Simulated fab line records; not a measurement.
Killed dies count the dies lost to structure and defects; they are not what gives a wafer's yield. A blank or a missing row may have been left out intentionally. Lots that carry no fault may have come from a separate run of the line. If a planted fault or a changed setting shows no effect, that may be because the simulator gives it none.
fab line records	flow sky130
record: lots: 12	wafers: 36	lastDay: 51
route steps=708 shown LOCAL_INTERCONNECT@387 CONTACT@412 PAD_OPEN@708
lots that met no fault: taken from a fault-free run of the same line
startH: hours from the record's opening day to when the first of the lot's shown wafers began	waitH: hours elapsed since this lot's preceding step	" same as the row above	L1.1+2: a row that stands for several wafers	- no value, or no start given	* or withheld: withheld	< > ~ a bound
route shown NAME@n: NAME is a module with steps in the file, n the number in the route of the first one	usual: average and standard deviation across the fault-free wafers	same: alike in all rows	chamber/n: place in a boat	sites: readings site by site	_std_site: their standard deviation	_edge_site: inner sites' mean taken away from outer sites' mean	radiusMm: for every site, how far away it sits from the centre of the wafer	mask NAME#n: copy n	behind: the last tool/chamber to shape the wafer	hold: the reason the lot was held/the length of the hold in hours/how it ended	device: which transistor (n, p or np) failed to switch	end of line: tests of these same wafers at the route's end	a step with no rows: only its recipe	killed: at the first sort, the dies lost to defects and structure; wafer yield is something else	map: a wafer's dies, marking killed ones x, the rest . and places with no die _
set.NAME: setting as actually run; set.NAME@STEP: the setting as run at that earlier step	model.NAME: the simulator's own value behind a step, which no gauge read
one table for each step of the route and one row for each wafer, over a sample of lots
services: from which hour (startH, from the record's first day; less than 0 if before it) a tool's chamber was out of use, for how many hours, and why
== steps ==
step: SKY_LOCAL_INTERCONNECT_SPUTTER_00
recipe: material: TiN	targetThkNm: 100	tempC: 300	powerW: 6500	timeS: 83.3	chamberPressurePa: 0.4
usual: cathodeDcPowerW: 6500.1/1.2	chamberPressurePa: 0.4000/0.00072	throttleValvePct: 30.2/1.1
lot.wafer	tool	chamber	startH	waitH	cathodeDcPowerW	chamberPressurePa	throttleValvePct
L167.4	pvdSputter-03	-	755.94	0.1	6501.1	0.3995	30.4
L167.5	"	-	"	"	6499.6	0.4001	29.8
L167.6	"	-	"	"	6500.4	0.4002	29.6
L169.1	pvdSputter-04	-	762.40	0.1	6500.1	0.3995	30.2
L169.2	"	-	"	"	6500.9	0.4000	31.1
L169.6	"	-	"	"	6499.3	0.4008	30.8
L172.2	pvdSputter-03	-	787.02	0.1	6501.4	0.3997	29.5
L172.4	"	-	"	"	6498.0	0.3996	30.4
L172.6	"	-	"	"	6499.5	0.4001	30.4
L175.2	pvdSputter-04	-	815.93	0.2	6499.8	0.4001	30.5
L175.3	"	-	"	"	6500.5	0.4004	30.8
L175.6	"	-	"	"	6497.9	0.3992	30.9
L176.3	pvdSputter-03	-	827.01	0.1	6499.9	0.3994	29.6
L176.4	"	-	"	"	6498.4	0.4002	29.4
L176.6	"	-	"	"	6497.9	0.3992	29.5
L179.1	pvdSputter-01	-	839.52	0.1	6497.9	0.4001	27.8
L179.4	"	-	"	"	6499.0	0.3996	29.9
L179.5	"	-	"	"	6502.2	0.3997	27.6
L180.2	pvdSputter-04	-	843.28	0.2	6499.5	0.4008	30.8
L180.3	"	-	"	"	6502.1	0.3998	30.5
L180.6	"	-	"	"	6501.2	0.3986	30.8
L181.1	pvdSputter-01	-	847.89	0.2	6501.4	0.4001	29.7
L181.3	"	-	"	"	6499.9	0.4014	30.2
L181.4	"	-	"	"	6500.0	0.4003	27.8
L182.2	pvdSputter-01	-	855.55	0.2	6499.4	0.4004	27.9
L182.3	"	-	"	"	6500.4	0.3996	30.4
L182.4	"	-	"	"	6500.7	0.4006	29.7
L184.1	pvdSputter-03	-	872.53	0.2	6500.8	0.3997	32.1
L184.2	"	-	"	"	6499.3	0.4010	29.6
L184.4	"	-	"	"	6499.4	0.3999	29.7
L185.2	pvdSputter-01	-	877.22	0.2	6498.9	0.3997	31.0
L185.3	"	-	"	"	6501.5	0.3993	30.2
L185.6	"	-	"	"	6500.4	0.3992	30.7
L186.1	pvdSputter-01	-	883.01	0.1	6500.3	0.3997	29.6
L186.2	"	-	"	"	6500.2	0.3997	28.1
L186.3	"	-	"	"	6500.3	0.3998	30.8
step: SKY_LOCAL_INTERCONNECT_OVL_MEAS_12
usual: LOCAL_INTERCONNECT_OVL: -2/5.6
lot.wafer	tool	chamber	startH	waitH	LOCAL_INTERCONNECT_OVL[nm]
L167.4	overlay-01	-	783.52	0.1	2
L167.5	"	-	"	"	2
L167.6	"	-	"	"	9
L169.1	overlay-02	-	789.64	0.1	-12
L169.2	"	-	"	"	2
L169.6	"	-	"	"	4
L172.2	overlay-01	-	813.56	0.1	-10
L172.4	"	-	"	"	-16
L172.6	"	-	"	"	-11
L175.2	overlay-01	-	843.48	0.1	0
L175.3	"	-	"	"	4
L175.6	"	-	"	"	3
L176.3	overlay-01	-	854.08	0.1	0
L176.4	"	-	"	"	-4
L176.6	"	-	"	"	1
L179.1	overlay-02	-	866.67	0.1	-8
L179.4	"	-	"	"	1
L179.5	"	-	"	"	-2
L180.2	overlay-02	-	870.30	0.1	-6
L180.3	"	-	"	"	5
L180.6	"	-	"	"	-4
L181.1	overlay-01	-	875.70	0.1	2
L181.3	"	-	"	"	-3
L181.4	"	-	"	"	-7
L182.2	overlay-02	-	882.70	0.1	2
L182.3	"	-	"	"	-8
L182.4	"	-	"	"	6
L184.1	overlay-02	-	899.92	0.1	-2
L184.2	"	-	"	"	2
L184.4	"	-	"	"	-1
L185.2	overlay-01	-	903.98	0.1	-9
L185.3	"	-	"	"	-4
L185.6	"	-	"	"	-6
L186.1	overlay-02	-	910.21	0.1	-1
L186.2	"	-	"	"	-6
L186.3	"	-	"	"	-5
step: SKY_LOCAL_INTERCONNECT_ETCH_13
recipe: chemistry: N2/H2	target: BARC	ionEnergyEv: 200	biasW: 100	pressureMtorr: 30	n2FlowSccm: 100	h2FlowSccm: 200	icpW: 500	stopOn: SiO2	timeS: 45.9	targetDepthA: 600
usual: drypumpMotorCurrentA: 5.6/0.42	n2FlowSccm: 100.03/0.26	oesProductAu: 0.855/0.0049	throttleValvePct: 13.223/0.0099
lot.wafer	tool	chamber	startH	waitH	drypumpMotorCurrentA	n2FlowSccm	oesProductAu	rfHoursCounterH	throttleValvePct
L167.4	rieMetal-01	1	783.60	0.1	5.1	100.23	0.854	-	13.221
L167.5	"	1	"	"	5.1	99.93	0.857	-	13.220
L167.6	"	1	"	"	5.1	99.38	0.856	-	13.214
L169.1	rieMetal-04	1	789.68	0.0	5.9	99.96	0.861	16	13.231
L169.2	"	0	"	"	5.6	100.13	0.854	15	13.237
L169.6	"	0	"	"	5.6	100.08	0.856	-	13.223
L172.2	rieMetal-04	0	813.59	0.0	5.5	99.72	0.860	16	13.224
L172.4	"	0	"	"	5.6	100.50	0.861	-	13.222
L172.6	"	1	"	"	5.9	100.04	0.868	-	13.197
L175.2	rieMetal-02	0	843.51	0.0	5.4	99.95	0.844	2	13.231
L175.3	"	1	"	"	6.3	100.32	0.855	-	13.210
L175.6	"	1	"	"	6.3	99.84	0.862	-	13.211
L176.3	rieMetal-01	1	854.13	0.0	5.1	99.90	0.852	-	13.217
L176.4	"	0	"	"	5.8	100.11	0.848	-	13.228
L176.6	"	0	"	"	5.8	99.85	0.842	-	13.243
L179.1	rieMetal-04	0	866.71	0.0	5.5	99.71	0.847	19	13.227
L179.4	"	1	"	"	5.8	100.48	0.853	-	13.232
L179.5	"	0	"	"	5.6	99.66	0.850	-	13.234
L180.2	rieMetal-02	1	870.33	0.0	6.3	100.21	0.856	9	13.220
L180.3	"	0	"	"	5.3	100.04	0.853	-	13.212
L180.6	"	1	"	"	6.3	100.27	0.852	-	13.217
L181.1	rieMetal-04	1	875.74	0.0	5.9	99.89	0.864	1	13.205
L181.3	"	1	"	"	5.8	99.95	0.857	-	13.227
L181.4	"	0	"	"	5.5	100.21	0.864	-	13.224
L182.2	rieMetal-02	0	882.73	0.0	5.4	99.90	0.858	3	13.221
L182.3	"	1	"	"	6.3	100.03	0.854	-	13.242
L182.4	"	0	"	"	5.4	100.14	0.850	-	13.223
L184.1	rieMetal-02	1	899.96	0.0	6.3	99.67	0.857	9	13.227
L184.2	"	0	"	"	5.4	99.92	0.855	3	13.224
L184.4	"	1	"	"	6.3	99.77	0.859	-	13.216
L185.2	rieMetal-02	0	904.01	0.0	5.4	99.72	0.854	4	13.220
L185.3	"	0	"	"	5.4	100.02	0.858	-	13.234
L185.6	"	1	"	"	6.3	99.86	0.854	-	13.214
L186.1	rieMetal-01	1	910.24	0.0	5.1	99.60	0.856	17	13.246
L186.2	"	1	"	"	5.1	100.10	0.850	-	13.240
L186.3	"	1	"	"	5.1	100.13	0.853	-	13.214
step: SKY_CONTACT_DEHYDRATE_06
recipe: tempC: 200	timeS: 60
usual: heaterPowerTotalW: 160.38/0.13	plateTempC: 199.99/0.17
lot.wafer	tool	chamber	startH	waitH	heaterPowerTotalW	plateTempC
L167.4	lithoTrack-04	0	797.82	12.4	160.25	199.77
L167.5	"	0	"	"	160.33	200.04
L167.6	"	0	"	"	160.29	199.99
L169.1	lithoTrack-04	0	804.60	13.2	160.46	200.15
L169.2	"	0	"	"	160.37	199.91
L169.6	"	0	"	"	160.44	200.23
L172.2	lithoTrack-02	0	827.92	12.3	160.49	200.20
L172.4	"	0	"	"	160.39	200.22
L172.6	"	0	"	"	160.21	200.11
L175.2	lithoTrack-01	0	858.13	13.3	160.54	199.73
L175.3	"	0	"	"	160.25	199.83
L175.6	"	0	"	"	160.10	199.76
L176.3	lithoTrack-04	0	868.15	12.7	160.48	200.21
L176.4	"	0	"	"	160.55	199.71
L176.6	"	0	"	"	160.32	200.23
L179.1	lithoTrack-02	0	880.25	12.3	160.27	199.89
L179.4	"	0	"	"	160.42	199.94
L179.5	"	0	"	"	160.57	199.94
L180.2	lithoTrack-02	0	883.68	12.1	160.40	200.20
L180.3	"	0	"	"	160.26	199.93
L180.6	"	0	"	"	160.42	200.00
L181.1	lithoTrack-04	0	890.20	13.2	165.07	205.08
L181.3	"	0	"	"	165.17	205.02
L181.4	"	0	"	"	164.95	204.63
L182.2	lithoTrack-04	0	896.57	12.6	165.12	204.56
L182.3	"	0	"	"	165.00	204.82
L182.4	"	0	"	"	165.03	204.75
L184.1	lithoTrack-02	0	913.40	12.2	160.37	199.68
L184.2	"	0	"	"	160.26	199.95
L184.4	"	0	"	"	160.25	199.58
L185.2	lithoTrack-02	0	918.63	13.3	160.34	200.02
L185.3	"	0	"	"	160.46	199.78
L185.6	"	0	"	"	160.36	200.20
L186.1	lithoTrack-02	0	924.20	12.6	160.30	200.11
L186.2	"	0	"	"	160.35	199.95
L186.3	"	0	"	"	160.54	200.08
step: SKY_PAD_OPEN_PROBE_99
usual: killed_at_M0_to_M3: 43/6.4	killed_at_M4_up: 3.3/1.9	killedAtContacts: 24/5.7	killedAtFrontEnd: 15/4.7	killedAtOther: 0.3/0.48	killedDies: 86/9.2	killedOpen: 47/7	killedShort: 39/6.5
same: grossDies: 492	killedAtBackSide: 0
lot.wafer	tool	chamber	startH	waitH	killed_at_M0_to_M3	killed_at_M4_up	killedAtContacts	killedAtFrontEnd	killedAtOther	killedDies	killedOpen	killedShort
L167.4	prober-02	-	1148.95	0.2	44	6	22	15	0	87	46	41
L167.5	prober-02	-	1149.00	0.2	40	2	23	16	0	81	46	34
L167.6	prober-02	-	1149.05	0.2	43	4	22	15	0	84	38	45
L169.1	prober-02	-	1154.68	0.1	40	2	35	19	0	96	50	45
L169.2	prober-02	-	1154.73	0.1	33	4	31	13	0	81	40	40
L169.6	prober-02	-	1154.93	0.2	40	5	29	8	0	82	46	35
L172.2	prober-01	-	1173.92	0.1	46	2	25	19	0	92	49	43
L172.4	prober-01	-	1174.02	0.2	38	2	20	15	0	75	44	31
L172.6	prober-01	-	1174.12	0.2	45	7	22	18	0	92	63	29
L175.2	prober-02	-	1193.13	0.1	38	2	23	9	1	73	38	35
L175.3	prober-02	-	1193.18	0.2	35	2	34	16	0	87	50	37
L175.6	prober-02	-	1193.33	0.2	56	4	36	11	0	107	52	55
L176.3	prober-02	-	1195.82	0.2	45	5	26	18	0	94	50	44
L176.4	prober-02	-	1195.87	0.2	43	1	20	26	0	90	50	40
L176.6	prober-02	-	1195.97	0.2	34	7	16	12	0	69	37	32
L179.1	prober-02	-	1203.81	0.1	44	2	24	14	0	84	51	33
L179.4	prober-02	-	1203.96	0.2	40	1	30	18	1	90	52	38
L179.5	prober-02	-	1204.01	0.2	50	3	27	25	0	105	60	45
L180.2	prober-01	-	1205.11	0.1	39	3	24	26	0	92	44	48
L180.3	prober-01	-	1205.16	0.2	33	1	26	15	0	75	40	33
L180.6	prober-01	-	1205.31	0.2	41	6	24	18	0	89	45	44
L181.1	prober-02	-	1208.66	0.1	48	5	19	13	0	85	42	43
L181.3	prober-02	-	1208.76	0.2	55	4	31	11	0	101	63	38
L181.4	prober-02	-	1208.81	0.2	61	4	26	13	0	104	57	47
L182.2	prober-01	-	1211.41	0.1	35	1	25	12	1	74	44	30
L182.3	prober-01	-	1211.46	0.2	47	4	19	20	0	90	53	37
L182.4	prober-01	-	1211.51	0.2	40	0	37	12	0	89	44	45
L184.1	prober-01	-	1223.05	0.1	31	5	18	21	0	75	36	39
L184.2	prober-01	-	1223.10	0.1	45	6	22	17	0	90	42	48
L184.4	prober-01	-	1223.20	0.2	38	6	24	13	0	81	41	40
L185.2	prober-02	-	1224.88	0.1	42	5	19	8	2	76	36	39
L185.3	prober-02	-	1224.93	0.2	41	3	25	15	0	84	49	35
L185.6	prober-02	-	1225.08	0.2	37	3	30	15	0	85	43	41
L186.1	prober-01	-	1228.77	0.1	54	3	21	14	0	92	46	46
L186.2	prober-01	-	1228.82	0.1	39	3	27	16	0	85	46	39
L186.3	prober-01	-	1228.87	0.2	43	3	23	18	0	87	42	45
killed by level:class
L167.4 VIA1:geometricParticle:open=11 LOCAL_INTERCONNECT:geometricParticle:short=6 METAL4:geometricParticle:short=6 VIA3:geometricParticle:open=5 POLY_GATE:geometricParticle:open=5 CONTACT:geometricParticle:open=5 METAL1:geometricParticle:short=5 VIA1:geometricParticle:short=5
L167.5 LI_CONTACT:geometricParticle:open=9 VIA1:geometricParticle:open=9 VIA3:geometricParticle:open=8 FIELD_ISO:geometricParticle:short=5 CONTACT:geometricParticle:open=5 POLY_GATE:geometricParticle:open=4 CONTACT:geometricParticle:short=4 METAL3:geometricParticle:short=4
L167.6 VIA1:geometricParticle:open=13 METAL1:geometricParticle:short=7 CONTACT:geometricParticle:open=7 POLY_GATE:geometricParticle:short=5 METAL2:geometricParticle:short=5 LI_CONTACT:geometricParticle:short=4 FIELD_ISO:geometricParticle:short=4 LI_CONTACT:geometricParticle:open=4
L169.1 CONTACT:geometricParticle:open=12 VIA1:geometricParticle:open=10 LI_CONTACT:geometricParticle:open=9 LOCAL_INTERCONNECT:geometricParticle:short=6 METAL1:geometricParticle:short=5 METAL2:geometricParticle:short=5 VIA3:geometricParticle:open=5 FIELD_ISO:geometricParticle:short=4
L169.2 CONTACT:geometricParticle:open=15 METAL1:geometricParticle:short=7 VIA1:geometricParticle:open=6 FIELD_ISO:geometricParticle:short=5 LI_CONTACT:geometricParticle:open=5 VIA1:geometricParticle:short=5 CONTACT:geometricParticle:short=4 VIA3:geometricParticle:open=4
L169.6 CONTACT:geometricParticle:open=13 VIA1:geometricParticle:open=11 LI_CONTACT:geometricParticle:open=8 VIA3:geometricParticle:open=6 METAL2:geometricParticle:short=6 METAL1:geometricParticle:short=5 CONTACT:geometricParticle:short=5 VIA1:geometricParticle:short=4
L172.2 LI_CONTACT:geometricParticle:open=9 METAL3:geometricParticle:short=8 VIA2:geometricParticle:open=7 CONTACT:geometricParticle:open=6 METAL2:geometricParticle:short=6 VIA3:geometricParticle:open=6 VIA3:geometricParticle:short=6 CONTACT:geometricParticle:short=5
L172.4 VIA3:geometricParticle:open=9 CONTACT:geometricParticle:open=8 LI_CONTACT:geometricParticle:open=8 VIA2:geometricParticle:open=7 METAL1:geometricParticle:short=6 VIA1:geometricParticle:open=6 POLY_GATE:geometricParticle:short=5 POLY_GATE:geometricParticle:open=4
L172.6 VIA2:geometricParticle:open=11 VIA1:geometricParticle:open=9 CONTACT:geometricParticle:open=8 VIA3:geometricParticle:open=8 LI_CONTACT:geometricParticle:open=7 FIELD_ISO:geometricParticle:short=6 POLY_GATE:geometricParticle:open=6 METAL1:geometricParticle:short=6
L175.2 METAL2:geometricParticle:short=11 CONTACT:geometricParticle:open=11 VIA1:geometricParticle:open=7 VIA3:geometricParticle:open=5 METAL2:geometricParticle:open=5 LI_CONTACT:geometricParticle:open=4 CONTACT:geometricParticle:short=4 POLY_GATE:geometricParticle:short=3
L175.3 VIA1:geometricParticle:open=11 LI_CONTACT:geometricParticle:open=10 LOCAL_INTERCONNECT:geometricParticle:short=7 CONTACT:geometricParticle:open=7 CONTACT:geometricParticle:short=6 VIA3:geometricParticle:open=6 SPACER:geometricParticle:open=5 VIA2:geometricParticle:open=5
L175.6 CONTACT:geometricParticle:open=12 VIA1:geometricParticle:open=10 VIA2:geometricParticle:open=10 CONTACT:geometricParticle:short=8 METAL1:geometricParticle:short=8 METAL2:geometricParticle:short=7 LI_CONTACT:geometricParticle:open=6 LOCAL_INTERCONNECT:geometricParticle:short=6
L176.3 VIA1:geometricParticle:open=14 LOCAL_INTERCONNECT:geometricParticle:short=7 CONTACT:geometricParticle:open=7 LI_CONTACT:geometricParticle:open=6 VIA2:geometricParticle:open=6 POLY_GATE:geometricParticle:short=5 METAL2:geometricParticle:short=5 VIA3:geometricParticle:short=4
L176.4 POLY_GATE:geometricParticle:open=11 METAL1:geometricParticle:short=8 VIA1:geometricParticle:open=7 CONTACT:geometricParticle:open=7 FIELD_ISO:geometricParticle:open=5 LI_CONTACT:geometricParticle:open=5 VIA3:geometricParticle:open=5 VIA3:geometricParticle:short=5
L176.6 VIA1:geometricParticle:open=9 CONTACT:geometricParticle:open=7 POLY_GATE:geometricParticle:short=5 VIA2:geometricParticle:open=5 VIA3:geometricParticle:open=5 VIA1:geometricParticle:short=4 METAL2:geometricParticle:short=4 LI_CONTACT:geometricParticle:open=3
L179.1 CONTACT:geometricParticle:open=14 VIA1:geometricParticle:open=11 VIA2:geometricParticle:open=8 POLY_GATE:geometricParticle:short=7 METAL1:geometricParticle:short=6 VIA1:geometricParticle:short=6 LI_CONTACT:geometricParticle:open=5 LI_CONTACT:geometricParticle:short=3
L179.4 VIA2:geometricParticle:open=10 LI_CONTACT:geometricParticle:open=9 CONTACT:geometricParticle:open=9 VIA3:geometricParticle:open=8 POLY_GATE:geometricParticle:short=6 METAL1:geometricParticle:short=6 CONTACT:geometricParticle:short=6 VIA1:geometricParticle:open=5
L179.5 VIA1:geometricParticle:open=11 FIELD_ISO:geometricParticle:open=9 VIA3:geometricParticle:open=8 LI_CONTACT:geometricParticle:open=7 CONTACT:geometricParticle:open=7 VIA3:geometricParticle:short=7 CONTACT:geometricParticle:short=6 POLY_GATE:geometricParticle:short=5
L180.2 VIA1:geometricParticle:open=8 FIELD_ISO:geometricParticle:short=7 METAL2:geometricParticle:short=7 LI_CONTACT:geometricParticle:open=7 FIELD_ISO:geometricParticle:open=5 CONTACT:geometricParticle:open=5 VIA3:geometricParticle:open=5 POLY_GATE:geometricParticle:short=4
L180.3 CONTACT:geometricParticle:open=8 LI_CONTACT:geometricParticle:open=7 CONTACT:geometricParticle:short=6 VIA3:geometricParticle:open=6 FIELD_ISO:geometricParticle:short=4 VIA2:geometricParticle:open=4 METAL1:geometricParticle:short=4 VIA1:geometricParticle:open=4
L180.6 VIA1:geometricParticle:open=9 FIELD_ISO:geometricParticle:open=7 METAL2:geometricParticle:short=7 LOCAL_INTERCONNECT:geometricParticle:short=6 FIELD_ISO:geometricParticle:short=5 LI_CONTACT:geometricParticle:open=5 VIA1:geometricParticle:short=5 VIA2:geometricParticle:open=5
L181.1 VIA1:geometricParticle:open=12 VIA1:geometricParticle:short=11 LI_CONTACT:geometricParticle:open=8 METAL1:geometricParticle:short=6 VIA3:geometricParticle:open=6 FIELD_ISO:geometricParticle:short=5 CONTACT:geometricParticle:open=4 VIA2:geometricParticle:open=4
L181.3 VIA1:geometricParticle:open=20 CONTACT:geometricParticle:open=13 LI_CONTACT:geometricParticle:open=9 VIA2:geometricParticle:open=6 VIA2:geometricParticle:short=5 LOCAL_INTERCONNECT:geometricParticle:short=5 METAL1:geometricParticle:short=5 VIA3:geometricParticle:open=5
L181.4 VIA1:geometricParticle:open=15 CONTACT:geometricParticle:open=12 VIA2:geometricParticle:open=11 VIA1:geometricParticle:short=10 LI_CONTACT:geometricParticle:short=6 METAL1:geometricParticle:short=6 VIA3:geometricParticle:open=6 FIELD_ISO:geometricParticle:short=4
L182.2 VIA1:geometricParticle:open=12 CONTACT:geometricParticle:open=10 CONTACT:geometricParticle:short=7 POLY_GATE:geometricParticle:short=5 VIA2:geometricParticle:open=5 LI_CONTACT:geometricParticle:open=4 METAL2:geometricParticle:short=4 POLY_GATE:geometricParticle:open=3
L182.3 VIA1:geometricParticle:open=16 POLY_GATE:geometricParticle:open=6 POLY_GATE:geometricParticle:short=6 CONTACT:geometricParticle:short=6 VIA3:geometricParticle:open=6 VIA2:geometricParticle:open=5 CONTACT:geometricParticle:open=5 METAL1:geometricParticle:short=5
L182.4 CONTACT:geometricParticle:open=14 VIA2:geometricParticle:open=12 CONTACT:geometricParticle:short=11 LOCAL_INTERCONNECT:geometricParticle:short=5 METAL2:geometricParticle:short=5 VIA1:geometricParticle:open=5 POLY_GATE:geometricParticle:short=4 LI_CONTACT:geometricParticle:short=4
L184.1 FIELD_ISO:geometricParticle:short=7 LOCAL_INTERCONNECT:geometricParticle:short=7 VIA2:geometricParticle:open=7 CONTACT:geometricParticle:open=6 VIA1:geometricParticle:open=5 FIELD_ISO:geometricParticle:open=4 POLY_GATE:geometricParticle:short=4 METAL1:geometricParticle:short=4
L184.2 VIA2:geometricParticle:open=8 LI_CONTACT:geometricParticle:open=7 CONTACT:geometricParticle:open=7 VIA1:geometricParticle:open=7 VIA1:geometricParticle:short=7 METAL4:geometricParticle:short=6 FIELD_ISO:geometricParticle:short=5 VIA3:geometricParticle:short=5
L184.4 VIA1:geometricParticle:open=10 CONTACT:geometricParticle:open=8 LOCAL_INTERCONNECT:geometricParticle:short=6 VIA1:geometricParticle:short=6 POLY_GATE:geometricParticle:short=5 VIA3:geometricParticle:open=5 FIELD_ISO:geometricParticle:open=4 METAL2:geometricParticle:short=4
L185.2 VIA1:geometricParticle:open=9 LI_CONTACT:geometricParticle:open=7 LOCAL_INTERCONNECT:geometricParticle:short=7 VIA1:geometricParticle:short=7 METAL2:geometricParticle:short=5 VIA3:geometricParticle:short=5 VIA3:geometricParticle:open=5 METAL1:geometricParticle:short=4
L185.3 VIA1:geometricParticle:open=12 CONTACT:geometricParticle:open=9 LI_CONTACT:geometricParticle:open=7 VIA3:geometricParticle:open=6 VIA2:geometricParticle:open=5 FIELD_ISO:geometricParticle:short=4 POLY_GATE:geometricParticle:open=4 VIA1:geometricParticle:short=4
L185.6 CONTACT:geometricParticle:open=14 VIA1:geometricParticle:open=11 LOCAL_INTERCONNECT:geometricParticle:short=7 POLY_GATE:geometricParticle:short=5 METAL2:geometricParticle:short=5 VIA3:geometricParticle:short=5 VIA3:geometricParticle:open=4 METAL2:geometricParticle:open=4
L186.1 VIA1:geometricParticle:open=13 LI_CONTACT:geometricParticle:open=9 METAL2:geometricParticle:short=9 CONTACT:geometricParticle:open=7 VIA2:geometricParticle:short=6 VIA2:geometricParticle:open=6 VIA1:geometricParticle:short=5 POLY_GATE:geometricParticle:open=4
L186.2 LI_CONTACT:geometricParticle:open=11 VIA1:geometricParticle:open=9 CONTACT:geometricParticle:open=8 METAL2:geometricParticle:short=7 VIA1:geometricParticle:short=6 FIELD_ISO:geometricParticle:short=5 POLY_GATE:geometricParticle:short=4 LOCAL_INTERCONNECT:geometricParticle:short=4
L186.3 VIA1:geometricParticle:open=14 VIA1:geometricParticle:short=9 FIELD_ISO:geometricParticle:short=7 CONTACT:geometricParticle:open=7 CONTACT:geometricParticle:short=6 METAL2:geometricParticle:short=6 FIELD_ISO:geometricParticle:open=5 VIA2:geometricParticle:open=4
== services ==
tool	chamber	startH	hours	kind
pvdSputter-04	-	735.20	3.4	repair
pvdSputter-01	-	742.85	5.2	repair
pvdSputter-01	-	756.06	6.8	repair
rieMetal-04	-	757.47	2.8	pm
rieMetal-04	1	763.20	7.7	repair
rieMetal-02	0	776.48	-	clean
rieMetal-02	0	776.48	21.2	scheduledDown
rieMetal-02	0	776.48	21.2	ventCycle
rieMetal-01	0	783.42	-	clean
rieMetal-01	0	783.42	27.8	scheduledDown
rieMetal-01	0	783.42	27.8	ventCycle
rieMetal-01	-	794.44	0.3	repair
pvdSputter-03	-	802.62	2.4	repair
pvdSputter-03	-	818.45	7.7	repair
rieMetal-04	1	836.68	-	clean
rieMetal-04	1	836.68	17.0	scheduledDown
rieMetal-04	1	836.68	17.0	ventCycle
pvdSputter-03	-	869.40	3.0	repair
rieMetal-04	0	892.00	-	clean
rieMetal-04	0	892.00	26.6	scheduledDown
rieMetal-04	0	892.00	26.6	ventCycle
rieMetal-01	0	898.90	26.7	repair
== key ==
firstSign: step: SKY_CONTACT_DEHYDRATE_06	reading: heaterPowerTotalW	direction: up	sigmas: 37	usual: *	struck: *
effect: step: SKY_CONTACT_DEHYDRATE_06	reading: plateTempC	direction: up	sigmas: 29	usual: *	struck: *
metAt SKY_CONTACT_DEHYDRATE_06
struckLots L181,L182
testerLeftOut L181,L182
notActingAt SKY_LOCAL_INTERCONNECT_SPUTTER_00,SKY_LOCAL_INTERCONNECT_OVL_MEAS_12,SKY_LOCAL_INTERCONNECT_ETCH_13
onsetBetween 868.15 890.20
fault: kind: processParameterDrift	tool: lithoTrack-04	chamber: -	onsetH: 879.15	steps: SKY_CONTACT_DEHYDRATE_06	channel: tempC	offset: *	shape: step	endH: 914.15	actsIn: *	stated: *
testerLeftOut: of these lots the tester's yield and bins aren't shown, on N5 and GAA mostly nor the transistor test; their killed dies are dies lost to structure and defects alone, not to doping, threshold or leakage, so they don't give the yield
